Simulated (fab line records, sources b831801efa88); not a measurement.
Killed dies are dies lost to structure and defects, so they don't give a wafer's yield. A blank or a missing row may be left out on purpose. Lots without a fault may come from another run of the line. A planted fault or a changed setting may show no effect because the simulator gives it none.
Which tool did it? | flow gf180mcu | 10 lots, 30 wafers sampled, at 6 steps of a route of 602

WHAT THE GAUGES READ, wafer by wafer
GF_MIM_THK_MEAS_06. Usual: MIM_CVD_05_THK 41.9 nm, standard deviation 0.69.
lot  | measured     | on            | MIM_CVD_05_THK (nm) | flag
L584 | day 25 01:34 | film_metro-04 | 41.8 41.4 41.3      |
L586 | day 25 04:38 | film_metro-01 | 41.3 41.2 42.0      |
L590 | day 26 23:08 | film_metro-01 | 41.7 41.6 42.6      |
L592 | day 27 09:45 | film_metro-01 | 41.4 42.7 40.5      |
L593 | day 27 18:28 | film_metro-04 | 42.3 43.6 42.6      |
L594 | day 27 23:23 | film_metro-04 | 41.7 41.4 42.0      |
L596 | day 28 19:52 | film_metro-03 | 40.7 41.5 42.0      |
L598 | day 29 02:13 | film_metro-03 | 41.3 41.9 40.6      |
L599 | day 29 08:20 | film_metro-04 | 42.4 42.4 43.4      |
L604 | day 30 17:00 | film_metro-04 | 41.2 41.8 41.7      |

GF_V5_RS_MEAS_24: measures by four-point-probe. Usual: V5_W_RS 0.330 ohm/sq, standard deviation 0.0034.
lot  | measured     | on            | V5_W_RS (ohm/sq)  | flag
L584 | day 27 18:52 | film_metro-04 | 0.327 0.328 0.332 |
L586 | day 27 21:41 | film_metro-04 | 0.331 0.329 0.329 |
L590 | day 29 14:40 | film_metro-02 | 0.327 0.324 0.328 |
L592 | day 30 00:01 | film_metro-01 | 0.328 0.332 0.330 |
L593 | day 30 07:05 | film_metro-04 | 0.327 0.326 0.329 |
L594 | day 30 11:43 | film_metro-01 | 0.325 0.329 0.328 |
L596 | day 31 06:02 | film_metro-04 | 0.236 0.235 0.234 | OFF
L598 | day 31 13:06 | film_metro-04 | 0.325 0.327 0.323 |
L599 | day 31 18:41 | film_metro-01 | 0.235 0.236 0.334 | OFF
L604 | day 32 22:59 | film_metro-02 | 0.330 0.327 0.333 |

GF_V5_THK_MEAS_25: measures by xrf. Usual: V5_W_THK 342 nm, standard deviation 5.9.
lot  | measured     | on            | V5_W_THK (nm) | flag
L584 | day 27 18:59 | film_metro-04 | 342 341 338   |
L586 | day 27 21:48 | film_metro-04 | 339 342 338   |
L590 | day 29 14:47 | film_metro-02 | 344 348 341   |
L592 | day 30 00:08 | film_metro-01 | 345 343 346   |
L593 | day 30 07:11 | film_metro-04 | 345 346 341   |
L594 | day 30 11:50 | film_metro-01 | 350 346 348   |
L596 | day 31 06:08 | film_metro-04 | 475 484 478   | OFF
L598 | day 31 13:12 | film_metro-04 | 349 346 349   |
L599 | day 31 18:48 | film_metro-01 | 487 483 342   | OFF
L604 | day 32 23:05 | film_metro-02 | 335 338 334   |

WHICH TOOL RAN EACH LOT (tool, then ch and the chambers of the sampled wafers, then the start)
lot  | GF_M4_SPUTTER_04             | GF_M5_METAL_ETCH_10               | GF_V5_CVD_23
L584 | pvd_sputter-03, day 22 13:05 | rie_metal-03 ch 0,1, day 26 20:02 | cvd_w-02 ch 0,1, day 27 18:45
L586 | pvd_sputter-03, day 23 03:36 | rie_metal-04 ch 0,1, day 26 23:37 | cvd_w-01 ch 0,1, day 27 21:34
L590 | pvd_sputter-02, day 25 02:10 | rie_metal-01 ch 0,1, day 28 16:13 | cvd_w-01 ch 0,1, day 29 14:33
L592 | pvd_sputter-01, day 25 12:07 | rie_metal-03 ch 0,1, day 29 02:08 | cvd_w-02 ch 0, day 29 23:53
L593 | pvd_sputter-01, day 25 21:58 | rie_metal-01 ch 0,1, day 29 10:04 | cvd_w-02 ch 0,1, day 30 06:58
L594 | pvd_sputter-02, day 26 03:50 | rie_metal-01 ch 0, day 29 14:53   | cvd_w-01 ch 0,1, day 30 11:37
L596 | pvd_sputter-03, day 27 01:32 | rie_metal-04 ch 0,1, day 30 10:08 | cvd_w-02 ch 0,1, day 31 05:54
L598 | pvd_sputter-02, day 27 07:50 | rie_metal-01 ch 0,1, day 30 16:28 | cvd_w-01 ch 0,1, day 31 12:59
L599 | pvd_sputter-02, day 27 14:44 | rie_metal-03 ch 0,1, day 30 22:47 | cvd_w-02 ch 0,1, day 31 18:34
L604 | pvd_sputter-01, day 28 23:22 | rie_metal-01 ch 0, day 32 04:04   | cvd_w-01 ch 0,1, day 32 22:51
- GF_M4_SPUTTER_04: material TiN, target thk 50 nm, time 41.7 s.
- GF_M5_METAL_ETCH_10: etches the open film in Cl2/BCl3, stops on SiO2, target depth 627.5 nm, time 104.6 s.
- GF_V5_CVD_23: deposits W, target thk 350 nm, time 104.9 s.

WHAT THE TOOLS THEMSELVES READ (means of the sampled wafers that have a number; where no wafer has one, the mark that the record gives instead)
GF_M4_SPUTTER_04. Usual: chamber_pressure_pa 0.4001 Pa, standard deviation 0.0007; throttle_valve_pct 30.4 %, standard deviation 0.85.
lot  | tool           | chamber_pressure_pa (Pa) | throttle_valve_pct (%) | flag
L584 | pvd_sputter-03 | 0.3994                   | 30.3                   |
L586 | pvd_sputter-03 | 0.4011                   | 30.7                   |
L590 | pvd_sputter-02 | 0.4000                   | 31.0                   |
L592 | pvd_sputter-01 | 0.3999                   | 30.7                   |
L593 | pvd_sputter-01 | 0.4003                   | 30.3                   |
L594 | pvd_sputter-02 | 0.4000                   | 30.0                   |
L596 | pvd_sputter-03 | 0.4001                   | 30.8                   |
L598 | pvd_sputter-02 | 0.4000                   | 30.5                   |
L599 | pvd_sputter-02 | 0.4000                   | 30.3                   |
L604 | pvd_sputter-01 | 0.3994                   | 30.0                   |

GF_M5_METAL_ETCH_10. Usual: drypump_motor_current_A 5.4 A, standard deviation 0.4; oes_product_au 0.970 a.u., standard deviation 0.006; rf_fwd_power_W 795.5 W, standard deviation 2.8; throttle_valve_pct 28.254 %, standard deviation 0.0099.
lot  | tool         | drypump_motor_current_A (A) | oes_product_au (a.u.) | rf_fwd_power_W (W) | throttle_valve_pct (%) | flag
L584 | rie_metal-03 | 5.2                         | 0.967                 | 793.7              | 28.258                 |
L586 | rie_metal-04 | 5.1                         | 0.971                 | 797.4              | 28.266                 |
L590 | rie_metal-01 | 5.9                         | 0.959                 | 793.6              | 28.258                 |
L592 | rie_metal-03 | 5.4                         | 0.963                 | 796.8              | 28.260                 |
L593 | rie_metal-01 | 5.9                         | 0.967                 | 795.5              | 28.255                 |
L594 | rie_metal-01 | 6.1                         | 0.974                 | 794.6              | 28.253                 |
L596 | rie_metal-04 | 5.1                         | 0.972                 | 797.6              | 28.258                 |
L598 | rie_metal-01 | 5.8                         | 0.966                 | 795.6              | 28.260                 |
L599 | rie_metal-03 | 5.4                         | 0.974                 | 794.0              | 28.255                 |
L604 | rie_metal-01 | 6.1                         | 0.971                 | 797.2              | 28.246                 |

GF_V5_CVD_23. Usual: heater_power_outer_w 629 W, standard deviation 79; heater_power_w 931 W, standard deviation 63.
lot  | tool     | heater_power_outer_w (W) | heater_power_w (W) | flag
L584 | cvd_w-02 | 650                      | 941                |
L586 | cvd_w-01 | 596                      | 899                |
L590 | cvd_w-01 | 600                      | 895                |
L592 | cvd_w-02 | 703                      | 978                |
L593 | cvd_w-02 | 654                      | 956                |
L594 | cvd_w-01 | 645                      | 946                |
L596 | cvd_w-02 | 652                      | 967                |
L598 | cvd_w-01 | 643                      | 949                |
L599 | cvd_w-02 | 592                      | 903                |
L604 | cvd_w-01 | 594                      | 895                |

THE ANSWER, worked out from the rows above alone
Rule: a lot is off if the mean of its wafers that have a number lies more than 3 standard deviations from the usual mean. A lot without any number at a reading at which 4 lots or more have one is off too. The other lots that the step has rows for count as sound. The gauges are gone through in route order, then the tools' own readings, and for those a lot's mean is taken as printed above. The first step at which some lot is off is used, and at that step the reading that is off furthest; a lot without a number counts as furthest.
Off: L596, L599, at GF_V5_RS_MEAS_24 (V5_W_RS).
A tool fits if, at a process step before that reading, it ran every lot that is off, and no sound lot after the first of them. The gauges at GF_V5_RS_MEAS_24 are tried like those tools. One fits: cvd_w-02 at GF_V5_CVD_23. Its last sound lot is L593 (day 30 06:58), its first lot that is off L596 (day 31 05:54): a fault that began between those two fits.

WHAT THE SIMULATOR HAD PUT IN
Process parameter drift: cvd_w-02, from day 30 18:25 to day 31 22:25, at GF_V5_CVD_23. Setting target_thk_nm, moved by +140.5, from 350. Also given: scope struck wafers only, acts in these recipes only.
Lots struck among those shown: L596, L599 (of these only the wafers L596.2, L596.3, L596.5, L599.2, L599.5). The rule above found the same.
